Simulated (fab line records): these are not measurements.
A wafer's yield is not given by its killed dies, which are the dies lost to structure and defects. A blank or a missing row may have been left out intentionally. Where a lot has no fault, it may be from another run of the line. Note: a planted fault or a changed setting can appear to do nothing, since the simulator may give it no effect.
Problem report, 8D (eight disciplines) form, completed by code | flow sky130 | the parts of the form that need people (team, actions taken, sign-off) are left out

1. WHAT IS WRONG
Wafers without a fault read 150.00, standard deviation 0.048; beamEnergyKeV at SKY_VT_ADJUST_HVTP_IMPLANT_09 reads a mean of 155.66 on 6 wafers belonging to 2 lots. That is +99 or more standard deviations from the usual mean.
Earliest sighting: wafer L674.2 on implanter-02 at day 8 15:57. The record has a number at this step for 39 wafers belonging to 13 lots. Rule for "out", or "out of limits": more than 4 standard deviations from the usual mean. The rest of the wafers with a number are treated as sound.

2. WHAT IT IS; WHAT IT IS NOT
question                    | is                     | is not
which readings at this step | beamEnergyKeV          | doseIonsCm2
which lots                  | L674, L676             | L666, L667, L669, L670, L671, L681, L682, L683, L684, L685, L686
which wafers of those lots  | all that have a number | -
read on which tools         | implanter-02           | implanter-01, implanter-04
when                        | from day 8 15:57       | up to then (15 sound wafers); but 18 sound wafers of L681, L682, L683, L684, L685, L686 came after

3. WHAT RULES OUT EACH SUSPECT
Counting: a tool at any process step up to the reading remains a suspect when it ran all the lots that are out and ran no sound lot after the first of those.
- implanter-02 at SKY_VT_ADJUST_HVTP_IMPLANT_09: ruled out as a lasting fault. After its first lot that is out, L674 (day 8 15:57), sound lots L686 ran on it.
Left after counting: nothing in the record.

4. THE CAUSE (what the simulator had put in)
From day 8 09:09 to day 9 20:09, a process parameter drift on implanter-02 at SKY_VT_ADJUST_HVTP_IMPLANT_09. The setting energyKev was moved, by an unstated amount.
Counting ruled it out, wrongly.

5. THE EFFECT CHAIN, in route order
One row per reading whose mean, taken over the struck wafers that have a number, lies over 3 standard deviations from the usual. Scope: only readings with a usual standard deviation given in the record; hours: median across lots of the time from each lot's start at the first step in this table that gives one to its start at this step; sigmas: change in usual standard deviations.
hours | step                          | reading       | usual  | on struck wafers | change | sigmas
0     | SKY_VT_ADJUST_HVTP_IMPLANT_09 | beamEnergyKeV | 150.00 | 155.66           | +5.66  | +99 or more
It contains these process steps:
- SKY_VT_ADJUST_HVTP_IMPLANT_09

6. WHAT WOULD HAVE CAUGHT IT SOONER
First out-of-limits reading in this record: day 8 15:57, which is 7 hours after fault onset at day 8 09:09.
